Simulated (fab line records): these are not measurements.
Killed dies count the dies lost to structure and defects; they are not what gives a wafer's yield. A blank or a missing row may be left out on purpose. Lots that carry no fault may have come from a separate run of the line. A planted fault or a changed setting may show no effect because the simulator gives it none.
Struck lot and sound lot, side by side    flow sky130    43 out of 708 route steps
Sound: wafers L205.2, L205.4, L205.5. Struck: wafers L215.1, L215.3, L215.4. Last of all comes the cause.
For every step that has rows: the tool of each side, followed by ch and its chambers, followed by its first start. Under that, the readings that differ: sound wafers    struck wafers    difference of the means    sigmas: that difference in standard deviations of wafers without a fault.
alike: a reading whose means differ by less than 2 such deviations, as well as words and numbers matching on both sides. not compared: withheld readings; readings where some wafer has no value; bounds like >300 that might hide an equal value; numbers whose values overlap and for which the record gives no deviation.
The two part at a step that has a row with sigmas, a row that says differs or no value, or rows on one side only. Non-overlapping numbers with no deviation appear without sigmas and do not part them. Lack of a reading on every wafer of one side parts them only where that side has two or more wafers.

first, 6 steps without rows for these wafers: SKY_GATE_OXIDE_HMDS_04 (prime time 60 s); SKY_GATE_OXIDE_COAT_05 (resist thk 1140 nm); SKY_GATE_OXIDE_SOFTBAKE_06 (time 60 s); SKY_GATE_OXIDE_EXPOSE_07 (exposes mask LVOM, target cd 600 nm); SKY_GATE_OXIDE_PEB_08; SKY_GATE_OXIDE_DEVELOP_09 (develop time 60 s).
SKY_GATE_OXIDE_OVL_MEAS_10:
  sound: overlay-02 at day 14 20:08; struck: overlay-01 at day 18 16:29
  alike: GATE_OXIDE_OVL
then, 2 steps without rows for these wafers: SKY_GATE_OXIDE_IMPLANT_11; SKY_GATE_OXIDE_WET_ETCH_12 (etches SiO2 in dHF, target depth 16.8 nm, time 336 s).
SKY_GATE_OXIDE_STRIP_13: strips in O2/N2.
  sound on plasma-asher-04 ch 0,1, day 14 20:25; struck on plasma-asher-01 ch 0,1, day 18 16:47
  alike: drypump-motor-current-A, oes-product-au, strip-time-to-endpoint-s
  not compared: rf-hours-counter-h
SKY_GATE_OXIDE_TW_MEAS_14:
  sound: film-metro-01 at day 14 20:31; struck: film-metro-02 at day 18 16:53
  alike: GATE_OXIDE_TW
then, 1 step without rows for these wafers: SKY_GATE_OXIDE_CLEAN_15 (cleans in SC1/SC2, time 150 s).
SKY_GATE_OXIDE_OXIDATION_16: stabilise 600 s, purge 300 s, target thk 3.57 nm.
  sound on furnace-02 ch 0, day 14 22:00; struck on furnace-02 ch 0, day 18 18:28
  alike: ramp-up-c-per-min, spike-tc-top-C, zone-power-centre-pct
then, 1 step without rows for these wafers: SKY_POLY_GATE_CVD_00 (deposits poly-Si, target thk 180 nm, time 720 s).
SKY_POLY_GATE_THK_MEAS_01:
  sound: film-metro-02 at day 15 00:45; struck: film-metro-03 at day 18 21:47
reading                    sound              struck             difference  sigmas
POLY_GATE_CVD_00_THK (nm)  176.1 178.2 178.3  179.1 181.4 182.0  +3.3        +2
then, 8 steps without rows for these wafers: SKY_RES_PROTECT_DEHYDRATE_00 (time 60 s); SKY_RES_PROTECT_HMDS_01 (prime time 60 s); SKY_RES_PROTECT_COAT_02 (resist thk 1140 nm); SKY_RES_PROTECT_SOFTBAKE_03 (time 60 s); SKY_RES_PROTECT_EXPOSE_04 (exposes mask RPM, target cd 1270 nm); SKY_RES_PROTECT_PEB_05; SKY_RES_PROTECT_DEVELOP_06 (develop time 60 s); SKY_POLY_GATE_IMPLANT_02.
SKY_RES_PROTECT_STRIP_07: strips in O2/N2.
  sound on plasma-asher-04 ch 0,1, day 16 04:11; struck on plasma-asher-01 ch 0,1, day 20 04:38
  alike: drypump-motor-current-A, oes-product-au, strip-time-to-endpoint-s
  not compared: rf-hours-counter-h
SKY_RES_PROTECT_TW_MEAS_08:
  sound: film-metro-04 at day 16 04:18; struck: film-metro-04 at day 20 04:44
  alike: POLY_GATE_TW
then, 2 steps without rows for these wafers: SKY_RES_PROTECT_CLEAN_09 (cleans in SC1/SC2, time 150 s); SKY_POLY_GATE_CVD_03 (deposits Si3N4 from DCS/NH3, target thk 75 nm, time 1290 s).
SKY_POLY_GATE_THK_MEAS_04:
  sound: film-metro-04 at day 16 06:26; struck: film-metro-03 at day 20 06:56
  alike: POLY_GATE_CVD_03_THK
then, 8 steps without rows for these wafers: SKY_POLY_GATE_DEHYDRATE_05 (time 60 s); SKY_POLY_GATE_HMDS_06 (prime time 60 s); SKY_POLY_GATE_COAT_07 (resist thk 110 nm); SKY_POLY_GATE_COAT_08 (resist thk 450 nm); SKY_POLY_GATE_SOFTBAKE_09 (time 90 s); SKY_POLY_GATE_EXPOSE_10 (exposes mask P1M, target cd 150 nm); SKY_POLY_GATE_PEB_11; SKY_POLY_GATE_DEVELOP_12 (develop time 60 s).
SKY_POLY_GATE_CD_MEAS_13 targets a cd of 150 nm.
  sound: cd-sem-02 at day 17 10:38; struck: cd-sem-01 at day 21 13:40
  alike: cd-nm
SKY_POLY_GATE_OVL_MEAS_14:
  sound: overlay-02 at day 17 10:45; struck: overlay-01 at day 21 13:47
  alike: POLY_GATE_OVL
then, 1 step without rows for these wafers: SKY_POLY_GATE_ETCH_15 (etches BARC in N2/H2, stops on SiO2, time 118.5 s, target depth 110 nm).
SKY_POLY_GATE_ETCH_16: etches Si3N4 in CH3F/O2, stops on poly-Si, time 147.5 s, target depth 75 nm.
  sound on rie-diel-03 ch 2,3, day 17 10:52; struck on rie-diel-04 ch 0,2,3, day 21 13:55
  alike: bias-w, drypump-motor-current-A, oes-product-au, throttle-valve-pct
  not compared: rf-hours-counter-h
SKY_POLY_GATE_ETCH_17: etches poly-Si in HBr/Cl2, stops on SiO2, target depth 180 nm, time 70.5 s.
  sound on rie-si-01 ch 2,3, day 17 10:58; struck on rie-si-01 ch 0,2,3, day 21 14:01
  alike: bias-w, drypump-motor-current-A, oes-product-au, throttle-valve-pct
  not compared: rf-hours-counter-h
SKY_POLY_GATE_STRIP_18: strips in O2/N2.
  sound on plasma-asher-04 ch 0,1, day 17 11:01; struck on plasma-asher-02 ch 0,1, day 21 14:04
  alike: drypump-motor-current-A, oes-product-au, strip-time-to-endpoint-s
  not compared: rf-hours-counter-h
-- record jumps: 27 days separate the struck wafers' starts on either side; left off in module POLY_GATE, taken up again in module PAD_OPEN, whose first shown step is the route's number 708 --
SKY_PAD_OPEN_PROBE_99:
  sound: prober-02 at day 46 10:53; struck: prober-02 at day 48 23:57
reading                                       sound                 struck                difference  sigmas
model.etest.cap-thick-oxide.gate-bv-v (V)     15.71 15.14 15.51     7.453 7.285 7.423     -8.066      
model.etest.cap-thin-oxide.gate-log10-a-cm2   -6.15 -6.122 -6.184   0.9073 0.859 0.8006   +7.0076     
model.etest.nfet_01v8_turned.off-log10-a-um   -13.22 -13.4 -13.41   -10.09 -9.88 -9.952   +3.37       
model.etest.nfet_01v8_swapped.off-log10-a-um  -13.22 -13.44 -13.27  -9.913 -9.989 -9.926  +3.367      
model.etest.nfet_01v8.off-log10-a-um          -13.24 -13.31 -13.31  -9.699 -10.04 -9.972  +3.383      
model.etest.cap-thin-oxide.gate-bv-v (V)      6.848 6.819 6.763     3.688 3.772 3.804     -3.055      
model.etest.pfet_01v8_hvt.off-log10-a-um      -12.9 -13.11 -13.07   -9.925 -9.882 -10.17  +3.034      
model.etest.sram-nfet-pass.off-log10-a-um     -12.68 -12.77 -12.56  -9.918 -9.978 -9.688  +2.809      
  alike: killed_at_M0_to_M3, killed_at_M4_up, killed-at-contacts, killed-at-front-end, killed-at-other, killed-dies, killed-on-rim, killed-open, killed-short

WHERE THEY PART
Only at SKY_POLY_GATE_THK_MEAS_01, as far as this record shows. Later steps at which nothing parts them and some readings are alike: SKY_RES_PROTECT_STRIP_07, SKY_RES_PROTECT_TW_MEAS_08, SKY_POLY_GATE_THK_MEAS_04, SKY_POLY_GATE_CD_MEAS_13, SKY_POLY_GATE_OVL_MEAS_14, SKY_POLY_GATE_ETCH_16, SKY_POLY_GATE_ETCH_17, SKY_POLY_GATE_STRIP_18, SKY_PAD_OPEN_PROBE_99.

WHY: what the simulator had put in
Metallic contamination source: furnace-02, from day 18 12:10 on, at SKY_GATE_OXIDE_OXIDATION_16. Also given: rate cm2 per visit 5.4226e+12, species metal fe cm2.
